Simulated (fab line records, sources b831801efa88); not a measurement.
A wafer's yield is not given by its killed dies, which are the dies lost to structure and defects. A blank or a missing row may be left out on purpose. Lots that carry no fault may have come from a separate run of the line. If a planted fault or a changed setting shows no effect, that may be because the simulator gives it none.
Which tool was responsible? || flow sky130 || 24 lots with 72 wafers sampled at 6 steps, on a route of 708 steps

## WHAT THE GAUGES READ, wafer by wafer
SKY_VIA2_BOW_MEAS_03. Usual: for VIA2_BOW the level is 87 um and the standard deviation is 8.1.
{"lot": "L074", "measured": "day 35 16:06", "on": "film_metro-03", "VIA2_BOW (um)": "83 90 70", "flag": ""}
{"lot": "L075", "measured": "day 36 06:14", "on": "film_metro-03", "VIA2_BOW (um)": "91 85 79", "flag": ""}
{"lot": "L076", "measured": "day 36 10:54", "on": "film_metro-03", "VIA2_BOW (um)": "89 87 97", "flag": ""}
{"lot": "L077", "measured": "day 36 17:05", "on": "film_metro-04", "VIA2_BOW (um)": "80 77 83", "flag": ""}
{"lot": "L078", "measured": "day 37 07:20", "on": "film_metro-04", "VIA2_BOW (um)": "84 91 96", "flag": ""}
{"lot": "L079", "measured": "day 37 08:34", "on": "film_metro-02", "VIA2_BOW (um)": "89 90 86", "flag": ""}
{"lot": "L080", "measured": "day 38 04:17", "on": "film_metro-02", "VIA2_BOW (um)": "101 88 91", "flag": ""}
{"lot": "L081", "measured": "day 38 04:42", "on": "film_metro-03", "VIA2_BOW (um)": "82 91 88", "flag": ""}
{"lot": "L082", "measured": "day 38 14:35", "on": "film_metro-04", "VIA2_BOW (um)": "98 82 76", "flag": ""}
{"lot": "L083", "measured": "day 38 16:49", "on": "film_metro-04", "VIA2_BOW (um)": "84 82 92", "flag": ""}
{"lot": "L084", "measured": "day 39 11:21", "on": "film_metro-03", "VIA2_BOW (um)": "85 83 90", "flag": ""}
{"lot": "L085", "measured": "day 39 13:39", "on": "film_metro-02", "VIA2_BOW (um)": "94 107 93", "flag": ""}
{"lot": "L086", "measured": "day 39 22:34", "on": "film_metro-04", "VIA2_BOW (um)": "87 94 91", "flag": ""}
{"lot": "L087", "measured": "day 40 00:13", "on": "film_metro-03", "VIA2_BOW (um)": "85 88 85", "flag": ""}
{"lot": "L088", "measured": "day 40 02:48", "on": "film_metro-03", "VIA2_BOW (um)": "75 77 75", "flag": ""}
{"lot": "L089", "measured": "day 40 06:34", "on": "film_metro-03", "VIA2_BOW (um)": "78 81 79", "flag": ""}
{"lot": "L090", "measured": "day 40 10:24", "on": "film_metro-02", "VIA2_BOW (um)": "66 77 88", "flag": ""}
{"lot": "L091", "measured": "day 40 10:45", "on": "film_metro-04", "VIA2_BOW (um)": "100 96 87", "flag": ""}
{"lot": "L092", "measured": "day 41 02:29", "on": "film_metro-04", "VIA2_BOW (um)": "95 102 104", "flag": ""}
{"lot": "L093", "measured": "day 41 06:40", "on": "film_metro-03", "VIA2_BOW (um)": "84 79 84", "flag": ""}
{"lot": "L094", "measured": "day 41 13:53", "on": "film_metro-02", "VIA2_BOW (um)": "84 88 89", "flag": ""}
{"lot": "L096", "measured": "day 41 16:03", "on": "film_metro-03", "VIA2_BOW (um)": "81 88 95", "flag": ""}
{"lot": "L095", "measured": "day 41 18:05", "on": "film_metro-02", "VIA2_BOW (um)": "89 85 90", "flag": ""}
{"lot": "L097", "measured": "day 42 09:02", "on": "film_metro-02", "VIA2_BOW (um)": "87 90 86", "flag": ""}

SKY_VIA3_THK_MEAS_01. Usual: for VIA3_HDPCVD_THK the level is 1640 nm and the standard deviation is 18.
{"lot": "L074", "measured": "day 39 00:59", "on": "film_metro-04", "VIA3_HDPCVD_THK (nm)": "1625 1647 1656", "flag": ""}
{"lot": "L075", "measured": "day 39 14:43", "on": "film_metro-04", "VIA3_HDPCVD_THK (nm)": "1647 1641 1640", "flag": ""}
{"lot": "L076", "measured": "day 39 18:37", "on": "film_metro-01", "VIA3_HDPCVD_THK (nm)": "1635 1630 1618", "flag": ""}
{"lot": "L077", "measured": "day 40 00:50", "on": "film_metro-04", "VIA3_HDPCVD_THK (nm)": "1636 1626 1647", "flag": ""}
{"lot": "L078", "measured": "day 40 13:32", "on": "film_metro-04", "VIA3_HDPCVD_THK (nm)": "1650 1635 1630", "flag": ""}
{"lot": "L079", "measured": "day 40 14:33", "on": "film_metro-04", "VIA3_HDPCVD_THK (nm)": "1629 1616 1621", "flag": ""}
{"lot": "L080", "measured": "day 41 10:10", "on": "film_metro-04", "VIA3_HDPCVD_THK (nm)": "1632 1638 1635", "flag": ""}
{"lot": "L081", "measured": "day 41 10:38", "on": "film_metro-04", "VIA3_HDPCVD_THK (nm)": "1630 1649 1658", "flag": ""}
{"lot": "L082", "measured": "day 41 18:30", "on": "film_metro-04", "VIA3_HDPCVD_THK (nm)": "1658 1651 1631", "flag": ""}
{"lot": "L083", "measured": "day 41 21:59", "on": "film_metro-04", "VIA3_HDPCVD_THK (nm)": "1655 1647 1643", "flag": ""}
{"lot": "L084", "measured": "day 42 14:32", "on": "film_metro-02", "VIA3_HDPCVD_THK (nm)": "1612 1616 1631", "flag": ""}
{"lot": "L085", "measured": "day 42 17:38", "on": "film_metro-01", "VIA3_HDPCVD_THK (nm)": "1624 1609 1631", "flag": ""}
{"lot": "L086", "measured": "day 43 02:33", "on": "film_metro-01", "VIA3_HDPCVD_THK (nm)": "1649 1650 1650", "flag": ""}
{"lot": "L087", "measured": "day 43 03:32", "on": "film_metro-04", "VIA3_HDPCVD_THK (nm)": "1630 1625 1636", "flag": ""}
{"lot": "L088", "measured": "day 43 05:57", "on": "film_metro-04", "VIA3_HDPCVD_THK (nm)": "1626 1622 1614", "flag": ""}
{"lot": "L089", "measured": "day 43 09:07", "on": "film_metro-02", "VIA3_HDPCVD_THK (nm)": "1619 1637 1622", "flag": ""}
{"lot": "L090", "measured": "day 43 13:31", "on": "film_metro-01", "VIA3_HDPCVD_THK (nm)": "1626 1614 1636", "flag": ""}
{"lot": "L091", "measured": "day 43 13:19", "on": "film_metro-02", "VIA3_HDPCVD_THK (nm)": "1668 1652 1660", "flag": ""}
{"lot": "L092", "measured": "day 44 03:42", "on": "film_metro-04", "VIA3_HDPCVD_THK (nm)": "1636 1619 1640", "flag": ""}
{"lot": "L093", "measured": "day 44 07:43", "on": "film_metro-01", "VIA3_HDPCVD_THK (nm)": "1637 1645 1638", "flag": ""}
{"lot": "L094", "measured": "day 44 13:31", "on": "film_metro-01", "VIA3_HDPCVD_THK (nm)": "1667 1652 1661", "flag": ""}
{"lot": "L096", "measured": "day 44 14:56", "on": "film_metro-01", "VIA3_HDPCVD_THK (nm)": "1658 1638 1630", "flag": ""}
{"lot": "L095", "measured": "day 44 17:46", "on": "film_metro-04", "VIA3_HDPCVD_THK (nm)": "1667 1686 1670", "flag": ""}
{"lot": "L097", "measured": "day 45 08:37", "on": "film_metro-04", "VIA3_HDPCVD_THK (nm)": "1667 1662 1666", "flag": ""}

SKY_METAL5_THK_MEAS_06: measures by xrf. Usual: for METAL5_ALCU_THK the level is 1147 nm and the standard deviation is 15.
{"lot": "L074", "measured": "day 43 06:24", "on": "film_metro-04", "METAL5_ALCU_THK (nm)": "1158 1165 1173", "flag": ""}
{"lot": "L075", "measured": "day 43 19:50", "on": "film_metro-01", "METAL5_ALCU_THK (nm)": "1156 1155 1151", "flag": ""}
{"lot": "L076", "measured": "day 43 23:19", "on": "film_metro-04", "METAL5_ALCU_THK (nm)": "1137 1138 1147", "flag": ""}
{"lot": "L077", "measured": "day 44 04:46", "on": "film_metro-03", "METAL5_ALCU_THK (nm)": "1160 1161 1166", "flag": ""}
{"lot": "L078", "measured": "day 44 15:07", "on": "film_metro-04", "METAL5_ALCU_THK (nm)": "1138 1145 1151", "flag": ""}
{"lot": "L079", "measured": "day 44 17:34", "on": "film_metro-03", "METAL5_ALCU_THK (nm)": "1150 1139 1152", "flag": ""}
{"lot": "L080", "measured": "day 45 09:10", "on": "film_metro-01", "METAL5_ALCU_THK (nm)": "1144 1147 1156", "flag": ""}
{"lot": "L081", "measured": "day 45 10:59", "on": "film_metro-01", "METAL5_ALCU_THK (nm)": "1131 1119 1118", "flag": ""}
{"lot": "L082", "measured": "day 45 19:08", "on": "film_metro-03", "METAL5_ALCU_THK (nm)": "1146 1162 1148", "flag": ""}
{"lot": "L083", "measured": "day 45 20:50", "on": "film_metro-04", "METAL5_ALCU_THK (nm)": "1139 1136 1147", "flag": ""}
{"lot": "L084", "measured": "day 46 11:56", "on": "film_metro-04", "METAL5_ALCU_THK (nm)": "1133 1148 1128", "flag": ""}
{"lot": "L085", "measured": "day 46 14:05", "on": "film_metro-01", "METAL5_ALCU_THK (nm)": "1153 1131 1142", "flag": ""}
{"lot": "L086", "measured": "day 46 23:31", "on": "film_metro-01", "METAL5_ALCU_THK (nm)": "1113 1114 1103", "flag": ""}
{"lot": "L087", "measured": "day 46 23:59", "on": "film_metro-01", "METAL5_ALCU_THK (nm)": "1126 1130 1130", "flag": ""}
{"lot": "L088", "measured": "day 47 01:59", "on": "film_metro-03", "METAL5_ALCU_THK (nm)": "1137 1141 1132", "flag": ""}
{"lot": "L089", "measured": "day 47 04:47", "on": "film_metro-03", "METAL5_ALCU_THK (nm)": "1158 1150 1151", "flag": ""}
{"lot": "L090", "measured": "day 47 10:40", "on": "film_metro-01", "METAL5_ALCU_THK (nm)": "1153 1148 1146", "flag": ""}
{"lot": "L091", "measured": "day 47 09:38", "on": "film_metro-03", "METAL5_ALCU_THK (nm)": "1133 1132 1137", "flag": ""}
{"lot": "L092", "measured": "day 47 21:28", "on": "film_metro-03", "METAL5_ALCU_THK (nm)": "1154 1155 1155", "flag": ""}
{"lot": "L093", "measured": "day 48 01:34", "on": "film_metro-01", "METAL5_ALCU_THK (nm)": "1180 1168 1179", "flag": ""}
{"lot": "L094", "measured": "day 48 07:16", "on": "film_metro-01", "METAL5_ALCU_THK (nm)": "1161 1155 1146", "flag": ""}
{"lot": "L096", "measured": "day 48 08:29", "on": "film_metro-04", "METAL5_ALCU_THK (nm)": "1154 1155 1145", "flag": ""}
{"lot": "L095", "measured": "day 48 10:53", "on": "film_metro-01", "METAL5_ALCU_THK (nm)": "1149 1147 1141", "flag": ""}
{"lot": "L097", "measured": "day 48 23:47", "on": "film_metro-01", "METAL5_ALCU_THK (nm)": "1156 1161 1163", "flag": ""}

## WHICH TOOL RAN EACH LOT (tool, then ch and the chambers of the sampled wafers, then the start)
{"lot": "L074", "SKY_METAL2_SPUTTER_02": "pvd_sputter-03, day 34 11:41", "SKY_METAL3_DESCUM_15": "rie_metal-02 ch 0,1, day 38 23:53", "SKY_METAL5_SPUTTER_02": "pvd_sputter-01, day 43 06:10"}
{"lot": "L075", "SKY_METAL2_SPUTTER_02": "pvd_sputter-02, day 35 01:57", "SKY_METAL3_DESCUM_15": "rie_metal-02 ch 0,1, day 39 13:16", "SKY_METAL5_SPUTTER_02": "pvd_sputter-02, day 43 19:35"}
{"lot": "L076", "SKY_METAL2_SPUTTER_02": "pvd_sputter-03, day 35 06:28", "SKY_METAL3_DESCUM_15": "rie_metal-04 ch 0,1, day 39 17:29", "SKY_METAL5_SPUTTER_02": "pvd_sputter-01, day 43 23:04"}
{"lot": "L077", "SKY_METAL2_SPUTTER_02": "pvd_sputter-03, day 35 13:34", "SKY_METAL3_DESCUM_15": "rie_metal-04 ch 0,1, day 39 23:44", "SKY_METAL5_SPUTTER_02": "pvd_sputter-03, day 44 04:30"}
{"lot": "L078", "SKY_METAL2_SPUTTER_02": "pvd_sputter-02, day 36 03:28", "SKY_METAL3_DESCUM_15": "rie_metal-02 ch 0,1, day 40 12:26", "SKY_METAL5_SPUTTER_02": "pvd_sputter-03, day 44 14:52"}
{"lot": "L079", "SKY_METAL2_SPUTTER_02": "pvd_sputter-01, day 36 04:23", "SKY_METAL3_DESCUM_15": "rie_metal-03 ch 0,1, day 40 13:28", "SKY_METAL5_SPUTTER_02": "pvd_sputter-03, day 44 17:20"}
{"lot": "L080", "SKY_METAL2_SPUTTER_02": "pvd_sputter-01, day 37 00:56", "SKY_METAL3_DESCUM_15": "rie_metal-02 ch 0,1, day 41 09:02", "SKY_METAL5_SPUTTER_02": "pvd_sputter-01, day 45 08:55"}
{"lot": "L081", "SKY_METAL2_SPUTTER_02": "pvd_sputter-02, day 37 01:05", "SKY_METAL3_DESCUM_15": "rie_metal-03 ch 0,1, day 41 09:29", "SKY_METAL5_SPUTTER_02": "pvd_sputter-03, day 45 10:44"}
{"lot": "L082", "SKY_METAL2_SPUTTER_02": "pvd_sputter-03, day 37 11:25", "SKY_METAL3_DESCUM_15": "rie_metal-02 ch 0,1, day 41 17:21", "SKY_METAL5_SPUTTER_02": "pvd_sputter-02, day 45 18:52"}
{"lot": "L083", "SKY_METAL2_SPUTTER_02": "pvd_sputter-01, day 37 13:46", "SKY_METAL3_DESCUM_15": "rie_metal-03 ch 0,1, day 41 20:48", "SKY_METAL5_SPUTTER_02": "pvd_sputter-01, day 45 20:35"}
{"lot": "L084", "SKY_METAL2_SPUTTER_02": "pvd_sputter-01, day 38 09:28", "SKY_METAL3_DESCUM_15": "rie_metal-03 ch 0,1, day 42 13:26", "SKY_METAL5_SPUTTER_02": "pvd_sputter-01, day 46 11:41"}
{"lot": "L085", "SKY_METAL2_SPUTTER_02": "pvd_sputter-02, day 38 11:47", "SKY_METAL3_DESCUM_15": "rie_metal-02 ch 0,1, day 42 16:30", "SKY_METAL5_SPUTTER_02": "pvd_sputter-01, day 46 13:50"}
{"lot": "L086", "SKY_METAL2_SPUTTER_02": "pvd_sputter-03, day 38 20:58", "SKY_METAL3_DESCUM_15": "rie_metal-03 ch 0,1, day 43 01:17", "SKY_METAL5_SPUTTER_02": "pvd_sputter-03, day 46 23:15"}
{"lot": "L087", "SKY_METAL2_SPUTTER_02": "pvd_sputter-02, day 38 22:35", "SKY_METAL3_DESCUM_15": "rie_metal-04 ch 0,1, day 43 02:13", "SKY_METAL5_SPUTTER_02": "pvd_sputter-02, day 46 23:44"}
{"lot": "L088", "SKY_METAL2_SPUTTER_02": "pvd_sputter-02, day 39 01:01", "SKY_METAL3_DESCUM_15": "rie_metal-04 ch 0,1, day 43 04:47", "SKY_METAL5_SPUTTER_02": "pvd_sputter-01, day 47 01:44"}
{"lot": "L089", "SKY_METAL2_SPUTTER_02": "pvd_sputter-03, day 39 04:21", "SKY_METAL3_DESCUM_15": "rie_metal-03 ch 0,1, day 43 07:44", "SKY_METAL5_SPUTTER_02": "pvd_sputter-02, day 47 04:32"}
{"lot": "L090", "SKY_METAL2_SPUTTER_02": "pvd_sputter-03, day 39 08:49", "SKY_METAL3_DESCUM_15": "rie_metal-02 ch 0, day 43 11:52", "SKY_METAL5_SPUTTER_02": "pvd_sputter-02, day 47 10:25"}
{"lot": "L091", "SKY_METAL2_SPUTTER_02": "pvd_sputter-01, day 39 09:10", "SKY_METAL3_DESCUM_15": "rie_metal-03 ch 0,1, day 43 12:02", "SKY_METAL5_SPUTTER_02": "pvd_sputter-01, day 47 09:24"}
{"lot": "L092", "SKY_METAL2_SPUTTER_02": "pvd_sputter-03, day 40 01:06", "SKY_METAL3_DESCUM_15": "rie_metal-02 ch 1, day 44 02:11", "SKY_METAL5_SPUTTER_02": "pvd_sputter-01, day 47 21:14"}
{"lot": "L093", "SKY_METAL2_SPUTTER_02": "pvd_sputter-03, day 40 04:17", "SKY_METAL3_DESCUM_15": "rie_metal-03 ch 0,1, day 44 06:37", "SKY_METAL5_SPUTTER_02": "pvd_sputter-02, day 48 01:20"}
{"lot": "L094", "SKY_METAL2_SPUTTER_02": "pvd_sputter-01, day 40 11:48", "SKY_METAL3_DESCUM_15": "rie_metal-03 ch 0,1, day 44 12:23", "SKY_METAL5_SPUTTER_02": "pvd_sputter-01, day 48 06:59"}
{"lot": "L096", "SKY_METAL2_SPUTTER_02": "pvd_sputter-03, day 40 14:27", "SKY_METAL3_DESCUM_15": "rie_metal-04 ch 0,1, day 44 13:50", "SKY_METAL5_SPUTTER_02": "pvd_sputter-01, day 48 08:14"}
{"lot": "L095", "SKY_METAL2_SPUTTER_02": "pvd_sputter-03, day 40 16:28", "SKY_METAL3_DESCUM_15": "rie_metal-02 ch 0,1, day 44 16:40", "SKY_METAL5_SPUTTER_02": "pvd_sputter-02, day 48 10:38"}
{"lot": "L097", "SKY_METAL2_SPUTTER_02": "pvd_sputter-01, day 41 07:48", "SKY_METAL3_DESCUM_15": "rie_metal-04 ch 0,1, day 45 07:31", "SKY_METAL5_SPUTTER_02": "pvd_sputter-03, day 48 23:33"}
- SKY_METAL2_SPUTTER_02: material AlCu, target thk 250 nm, time 13.3 s.
- SKY_METAL3_DESCUM_15: chemistry O2, time 8 s.
- SKY_METAL5_SPUTTER_02: material AlCu, target thk 1150 nm, time 61.2 s.

## AS READ BY THE TOOLS THEMSELVES (means over the sampled wafers that have a number; for cases with no such wafer, the mark the record gives instead)
SKY_METAL2_SPUTTER_02. Usual: throttle_valve_pct 30.3 %, standard deviation 0.73.
{"lot": "L074", "tool": "pvd_sputter-03", "throttle_valve_pct (%)": 30.7, "flag": ""}
{"lot": "L075", "tool": "pvd_sputter-02", "throttle_valve_pct (%)": 29.9, "flag": ""}
{"lot": "L076", "tool": "pvd_sputter-03", "throttle_valve_pct (%)": 31.3, "flag": ""}
{"lot": "L077", "tool": "pvd_sputter-03", "throttle_valve_pct (%)": 30.7, "flag": ""}
{"lot": "L078", "tool": "pvd_sputter-02", "throttle_valve_pct (%)": 29.6, "flag": ""}
{"lot": "L079", "tool": "pvd_sputter-01", "throttle_valve_pct (%)": 30.7, "flag": ""}
{"lot": "L080", "tool": "pvd_sputter-01", "throttle_valve_pct (%)": 30.0, "flag": ""}
{"lot": "L081", "tool": "pvd_sputter-02", "throttle_valve_pct (%)": 29.8, "flag": ""}
{"lot": "L082", "tool": "pvd_sputter-03", "throttle_valve_pct (%)": 30.9, "flag": ""}
{"lot": "L083", "tool": "pvd_sputter-01", "throttle_valve_pct (%)": 29.7, "flag": ""}
{"lot": "L084", "tool": "pvd_sputter-01", "throttle_valve_pct (%)": 30.3, "flag": ""}
{"lot": "L085", "tool": "pvd_sputter-02", "throttle_valve_pct (%)": 29.5, "flag": ""}
{"lot": "L086", "tool": "pvd_sputter-03", "throttle_valve_pct (%)": 30.8, "flag": ""}
{"lot": "L087", "tool": "pvd_sputter-02", "throttle_valve_pct (%)": 30.1, "flag": ""}
{"lot": "L088", "tool": "pvd_sputter-02", "throttle_valve_pct (%)": 29.7, "flag": ""}
{"lot": "L089", "tool": "pvd_sputter-03", "throttle_valve_pct (%)": 30.6, "flag": ""}
{"lot": "L090", "tool": "pvd_sputter-03", "throttle_valve_pct (%)": 30.0, "flag": ""}
{"lot": "L091", "tool": "pvd_sputter-01", "throttle_valve_pct (%)": 30.3, "flag": ""}
{"lot": "L092", "tool": "pvd_sputter-03", "throttle_valve_pct (%)": 30.9, "flag": ""}
{"lot": "L093", "tool": "pvd_sputter-03", "throttle_valve_pct (%)": 30.2, "flag": ""}
{"lot": "L094", "tool": "pvd_sputter-01", "throttle_valve_pct (%)": 30.6, "flag": ""}
{"lot": "L096", "tool": "pvd_sputter-03", "throttle_valve_pct (%)": 30.7, "flag": ""}
{"lot": "L095", "tool": "pvd_sputter-03", "throttle_valve_pct (%)": 31.0, "flag": ""}
{"lot": "L097", "tool": "pvd_sputter-01", "throttle_valve_pct (%)": 30.4, "flag": ""}

SKY_METAL3_DESCUM_15. Usual: drypump_motor_current_A 5.4 A, standard deviation 0.52; oes_product_au 1.001 a.u., standard deviation 0.0087.
{"lot": "L074", "tool": "rie_metal-02", "drypump_motor_current_A (A)": 5.2, "oes_product_au (a.u.)": 0.997, "flag": ""}
{"lot": "L075", "tool": "rie_metal-02", "drypump_motor_current_A (A)": 5.4, "oes_product_au (a.u.)": 0.999, "flag": ""}
{"lot": "L076", "tool": "rie_metal-04", "drypump_motor_current_A (A)": 5.1, "oes_product_au (a.u.)": 1.003, "flag": ""}
{"lot": "L077", "tool": "rie_metal-04", "drypump_motor_current_A (A)": 5.1, "oes_product_au (a.u.)": 1.005, "flag": ""}
{"lot": "L078", "tool": "rie_metal-02", "drypump_motor_current_A (A)": 5.2, "oes_product_au (a.u.)": 1.003, "flag": ""}
{"lot": "L079", "tool": "rie_metal-03", "drypump_motor_current_A (A)": 5.6, "oes_product_au (a.u.)": 1.009, "flag": ""}
{"lot": "L080", "tool": "rie_metal-02", "drypump_motor_current_A (A)": 5.4, "oes_product_au (a.u.)": 1.003, "flag": ""}
{"lot": "L081", "tool": "rie_metal-03", "drypump_motor_current_A (A)": 6.0, "oes_product_au (a.u.)": 1.003, "flag": ""}
{"lot": "L082", "tool": "rie_metal-02", "drypump_motor_current_A (A)": 5.4, "oes_product_au (a.u.)": 1.006, "flag": ""}
{"lot": "L083", "tool": "rie_metal-03", "drypump_motor_current_A (A)": 6.0, "oes_product_au (a.u.)": 1.001, "flag": ""}
{"lot": "L084", "tool": "rie_metal-03", "drypump_motor_current_A (A)": 6.0, "oes_product_au (a.u.)": 0.999, "flag": ""}
{"lot": "L085", "tool": "rie_metal-02", "drypump_motor_current_A (A)": 5.4, "oes_product_au (a.u.)": 1.001, "flag": ""}
{"lot": "L086", "tool": "rie_metal-03", "drypump_motor_current_A (A)": 5.6, "oes_product_au (a.u.)": 0.995, "flag": ""}
{"lot": "L087", "tool": "rie_metal-04", "drypump_motor_current_A (A)": 5.1, "oes_product_au (a.u.)": 0.998, "flag": ""}
{"lot": "L088", "tool": "rie_metal-04", "drypump_motor_current_A (A)": 5.1, "oes_product_au (a.u.)": 1.003, "flag": ""}
{"lot": "L089", "tool": "rie_metal-03", "drypump_motor_current_A (A)": 5.5, "oes_product_au (a.u.)": 0.994, "flag": ""}
{"lot": "L090", "tool": "rie_metal-02", "drypump_motor_current_A (A)": 4.9, "oes_product_au (a.u.)": 0.994, "flag": ""}
{"lot": "L091", "tool": "rie_metal-03", "drypump_motor_current_A (A)": 6.0, "oes_product_au (a.u.)": 1.004, "flag": ""}
{"lot": "L092", "tool": "rie_metal-02", "drypump_motor_current_A (A)": 5.7, "oes_product_au (a.u.)": 0.998, "flag": ""}
{"lot": "L093", "tool": "rie_metal-03", "drypump_motor_current_A (A)": 6.0, "oes_product_au (a.u.)": 1.005, "flag": ""}
{"lot": "L094", "tool": "rie_metal-03", "drypump_motor_current_A (A)": 5.6, "oes_product_au (a.u.)": 1.005, "flag": ""}
{"lot": "L096", "tool": "rie_metal-04", "drypump_motor_current_A (A)": 5.1, "oes_product_au (a.u.)": 0.993, "flag": ""}
{"lot": "L095", "tool": "rie_metal-02", "drypump_motor_current_A (A)": 5.2, "oes_product_au (a.u.)": 1.006, "flag": ""}
{"lot": "L097", "tool": "rie_metal-04", "drypump_motor_current_A (A)": 5.1, "oes_product_au (a.u.)": 1.003, "flag": ""}

SKY_METAL5_SPUTTER_02. Usual: throttle_valve_pct 30.2 %, standard deviation 0.7.
{"lot": "L074", "tool": "pvd_sputter-01", "throttle_valve_pct (%)": 30.0, "flag": ""}
{"lot": "L075", "tool": "pvd_sputter-02", "throttle_valve_pct (%)": 30.1, "flag": ""}
{"lot": "L076", "tool": "pvd_sputter-01", "throttle_valve_pct (%)": 29.7, "flag": ""}
{"lot": "L077", "tool": "pvd_sputter-03", "throttle_valve_pct (%)": 30.3, "flag": ""}
{"lot": "L078", "tool": "pvd_sputter-03", "throttle_valve_pct (%)": 30.8, "flag": ""}
{"lot": "L079", "tool": "pvd_sputter-03", "throttle_valve_pct (%)": 31.2, "flag": ""}
{"lot": "L080", "tool": "pvd_sputter-01", "throttle_valve_pct (%)": 30.1, "flag": ""}
{"lot": "L081", "tool": "pvd_sputter-03", "throttle_valve_pct (%)": 31.1, "flag": ""}
{"lot": "L082", "tool": "pvd_sputter-02", "throttle_valve_pct (%)": 29.4, "flag": ""}
{"lot": "L083", "tool": "pvd_sputter-01", "throttle_valve_pct (%)": 30.5, "flag": ""}
{"lot": "L084", "tool": "pvd_sputter-01", "throttle_valve_pct (%)": 30.2, "flag": ""}
{"lot": "L085", "tool": "pvd_sputter-01", "throttle_valve_pct (%)": 30.4, "flag": ""}
{"lot": "L086", "tool": "pvd_sputter-03", "throttle_valve_pct (%)": 30.3, "flag": ""}
{"lot": "L087", "tool": "pvd_sputter-02", "throttle_valve_pct (%)": 29.7, "flag": ""}
{"lot": "L088", "tool": "pvd_sputter-01", "throttle_valve_pct (%)": 30.2, "flag": ""}
{"lot": "L089", "tool": "pvd_sputter-02", "throttle_valve_pct (%)": 29.9, "flag": ""}
{"lot": "L090", "tool": "pvd_sputter-02", "throttle_valve_pct (%)": 29.3, "flag": ""}
{"lot": "L091", "tool": "pvd_sputter-01", "throttle_valve_pct (%)": 30.2, "flag": ""}
{"lot": "L092", "tool": "pvd_sputter-01", "throttle_valve_pct (%)": 30.1, "flag": ""}
{"lot": "L093", "tool": "pvd_sputter-02", "throttle_valve_pct (%)": 29.9, "flag": ""}
{"lot": "L094", "tool": "pvd_sputter-01", "throttle_valve_pct (%)": 30.7, "flag": ""}
{"lot": "L096", "tool": "pvd_sputter-01", "throttle_valve_pct (%)": 29.9, "flag": ""}
{"lot": "L095", "tool": "pvd_sputter-02", "throttle_valve_pct (%)": 29.6, "flag": ""}
{"lot": "L097", "tool": "pvd_sputter-03", "throttle_valve_pct (%)": 30.5, "flag": ""}

## THE ANSWER, worked out from the rows above alone
Rule: a lot is off if the mean of its wafers that have a number lies more than 3 standard deviations from the usual mean. A lot without any number at a reading at which 4 lots or more have one is off too. The other lots that the step has rows for count as sound. Order of review: gauges by route order, followed by the tools' own readings, for which a lot's mean as printed above is used. The first step at which some lot is off is used, and at that step the reading that is off furthest; a lot without a number counts as furthest.
Nothing can be told from this: no lot is off at any reading shown.

## WHAT HAD BEEN PUT IN BY THE SIMULATOR
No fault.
